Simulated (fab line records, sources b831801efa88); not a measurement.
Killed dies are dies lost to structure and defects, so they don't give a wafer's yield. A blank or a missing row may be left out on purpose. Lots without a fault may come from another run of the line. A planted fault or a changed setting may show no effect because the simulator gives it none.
Which tool did it? | flow sky130 | 13 lots, 39 wafers sampled, at 4 steps of a route of 708

WHAT THE GAUGES READ, wafer by wafer
SKY_VT_ADJUST_PCH_OVL_MEAS_07. Usual: VT_ADJUST_PCH_OVL 0.6 nm, standard deviation 1.3.
lot  | measured     | on         | VT_ADJUST_PCH_OVL (nm) | flag
L482 | day 10 05:16 | overlay-02 | 2.8 1.3 -0.2           |
L483 | day 10 13:07 | overlay-02 | 0.2 1.2 1.0            |
L486 | day 11 14:19 | overlay-01 | 2.3 3.0 2.0            |
L487 | day 11 22:07 | overlay-01 | 0.9 0.7 0.4            |
L488 | day 12 08:58 | overlay-02 | 2.9 1.1 2.4            |
L493 | day 13 22:19 | overlay-02 | 0.1 -1.0 0.8           |
L495 | day 14 10:34 | overlay-01 | -1.6 -2.2 -0.6         |
L498 | day 15 10:01 | overlay-01 | 0.3 1.4 1.6            |
L499 | day 15 18:37 | overlay-02 | 0.5 -0.4 0.4           |
L500 | day 16 01:28 | overlay-02 | 1.4 2.2 -0.2           |
L502 | day 16 21:10 | overlay-02 | -0.2 1.1 -0.2          |
L504 | day 17 09:01 | overlay-01 | -2.0 -0.8 -2.1         |
L505 | day 18 04:22 | overlay-02 | 1.1 -1.6 0.6           |

SKY_RES_PROTECT_TW_MEAS_08. Usual: POLY_GATE_TW 4038, standard deviation 24.
lot  | measured     | on            | POLY_GATE_TW   | flag
L482 | day 14 20:34 | film_metro-03 | 4015 3995 3988 |
L483 | day 15 03:52 | film_metro-02 | 4057 4061 4046 |
L486 | day 16 07:52 | film_metro-01 | 4049 4060 4063 |
L487 | day 16 22:19 | film_metro-02 | 4072 4057 4061 |
L488 | day 17 08:37 | film_metro-01 | 4051 4036 4034 |
L493 | day 19 05:31 | film_metro-02 | 4059 4067 4052 |
L495 | day 19 18:04 | film_metro-02 | 4056 4068 4058 |
L498 | day 20 18:04 | film_metro-02 | 4071 4050 4069 |
L499 | day 21 10:12 | film_metro-03 | 4014 4019 4005 |
L500 | day 21 16:04 | film_metro-01 | 4009 4007 4018 |
L502 | day 22 09:22 | film_metro-03 | 4058 4031 4024 |
L504 | day 23 04:38 | film_metro-02 | 4077 4074 4063 |
L505 | day 23 15:58 | film_metro-02 | 4056 4046 4047 |

WHICH TOOL RAN EACH LOT (tool, then ch and the chambers of the sampled wafers, then the start)
lot  | SKY_SONOS_ONO_ETCH_15              | SKY_GATE_OXIDE_SOFTBAKE_06
L482 | rie_diel-04 ch 1,3, day 12 12:04   | litho_track-01 ch 0, day 13 02:43
L483 | rie_diel-01 ch 0,1,3, day 12 19:01 | litho_track-02 ch 0, day 13 08:49
L486 | rie_diel-04 ch 0,1,3, day 13 20:40 | litho_track-02 ch 0, day 14 11:02
L487 | rie_diel-03 ch 1,2,3, day 14 06:28 | litho_track-02 ch 0, day 14 23:55
L488 | rie_diel-01 ch 0,1,3, day 14 17:02 | litho_track-02 ch 0, day 15 09:32
L493 | rie_diel-04 ch 0,1, day 16 10:58   | litho_track-01 ch 0, day 17 04:55
L495 | rie_diel-01 ch 0,2,3, day 17 00:16 | litho_track-02 ch 0, day 17 17:08
L498 | rie_diel-04 ch 1,3, day 18 00:37   | litho_track-03 ch 0, day 18 17:23
L499 | rie_diel-01 ch 0,1, day 18 09:50   | litho_track-01 ch 0, day 19 09:26
L500 | rie_diel-04 ch 1,2, day 18 19:11   | litho_track-03 ch 0, day 19 14:45
L502 | rie_diel-01 ch 0,3, day 19 15:19   | litho_track-01 ch 0, day 20 08:53
L504 | rie_diel-03 ch 0,1,2, day 20 08:43 | litho_track-03 ch 0, day 21 02:30
L505 | rie_diel-03 ch 0,3, day 20 22:07   | litho_track-02 ch 0, day 21 15:16
- SKY_SONOS_ONO_ETCH_15: etches the open film in CHF3/O2, target depth 19.52 nm, time 7.8 s.
- SKY_GATE_OXIDE_SOFTBAKE_06: time 60 s.

WHAT THE TOOLS THEMSELVES READ (means of the sampled wafers that have a number; where no wafer has one, the mark that the record gives instead)
SKY_SONOS_ONO_ETCH_15. Usual: drypump_motor_current_A 5.7 A, standard deviation 0.47; oes_product_au 1.004 a.u., standard deviation 0.0081; throttle_valve_pct 8.826 %, standard deviation 0.0092.
lot  | tool        | drypump_motor_current_A (A) | oes_product_au (a.u.) | throttle_valve_pct (%) | flag
L482 | rie_diel-04 | 5.9                         | 1.002                 | 8.822                  |
L483 | rie_diel-01 | 5.9                         | 1.010                 | 8.823                  |
L486 | rie_diel-04 | 5.9                         | 1.004                 | 8.816                  |
L487 | rie_diel-03 | 5.5                         | 1.012                 | 8.822                  |
L488 | rie_diel-01 | 5.9                         | 1.003                 | 8.821                  |
L493 | rie_diel-04 | 5.9                         | 1.000                 | 8.837                  |
L495 | rie_diel-01 | 6.0                         | 1.013                 | 8.831                  |
L498 | rie_diel-04 | 5.9                         | 1.002                 | 8.827                  |
L499 | rie_diel-01 | 5.7                         | 0.998                 | 8.818                  |
L500 | rie_diel-04 | 5.4                         | 1.003                 | 8.827                  |
L502 | rie_diel-01 | 6.3                         | 0.997                 | 8.831                  |
L504 | rie_diel-03 | 5.2                         | 1.004                 | 8.829                  |
L505 | rie_diel-03 | 5.3                         | 1.013                 | 8.828                  |

SKY_GATE_OXIDE_SOFTBAKE_06. Usual: heater_power_total_W 56.60 W, standard deviation 0.041; run_length_s 89.19 s, standard deviation 0.22.
lot  | tool           | heater_power_total_W (W) | run_length_s (s) | flag
L482 | litho_track-01 | 56.56                    | 88.86            |
L483 | litho_track-02 | 56.62                    | 89.36            |
L486 | litho_track-02 | 56.61                    | 89.28            |
L487 | litho_track-02 | 56.59                    | 89.28            |
L488 | litho_track-02 | 56.64                    | 89.29            |
L493 | litho_track-01 | 56.59                    | 88.94            |
L495 | litho_track-02 | 57.06                    | 87.72            | OFF
L498 | litho_track-03 | 56.59                    | 89.20            |
L499 | litho_track-01 | 56.62                    | 88.97            |
L500 | litho_track-03 | 56.60                    | 89.27            |
L502 | litho_track-01 | 56.59                    | 89.04            |
L504 | litho_track-03 | 56.61                    | 89.25            |
L505 | litho_track-02 | 56.58                    | 89.46            |

THE ANSWER, worked out from the rows above alone
Rule: a lot is off if the mean of its wafers that have a number lies more than 3 standard deviations from the usual mean. A lot without any number at a reading at which 4 lots or more have one is off too. The other lots that the step has rows for count as sound. The gauges are gone through in route order, then the tools' own readings, and for those a lot's mean is taken as printed above. The first step at which some lot is off is used, and at that step the reading that is off furthest; a lot without a number counts as furthest.
Off: L495, at SKY_GATE_OXIDE_SOFTBAKE_06 (heater_power_total_W).
A tool fits if, at that step or a process step before it, it ran every lot that is off, and no sound lot after the first of them. None of those tried fits.

WHAT THE SIMULATOR HAD PUT IN
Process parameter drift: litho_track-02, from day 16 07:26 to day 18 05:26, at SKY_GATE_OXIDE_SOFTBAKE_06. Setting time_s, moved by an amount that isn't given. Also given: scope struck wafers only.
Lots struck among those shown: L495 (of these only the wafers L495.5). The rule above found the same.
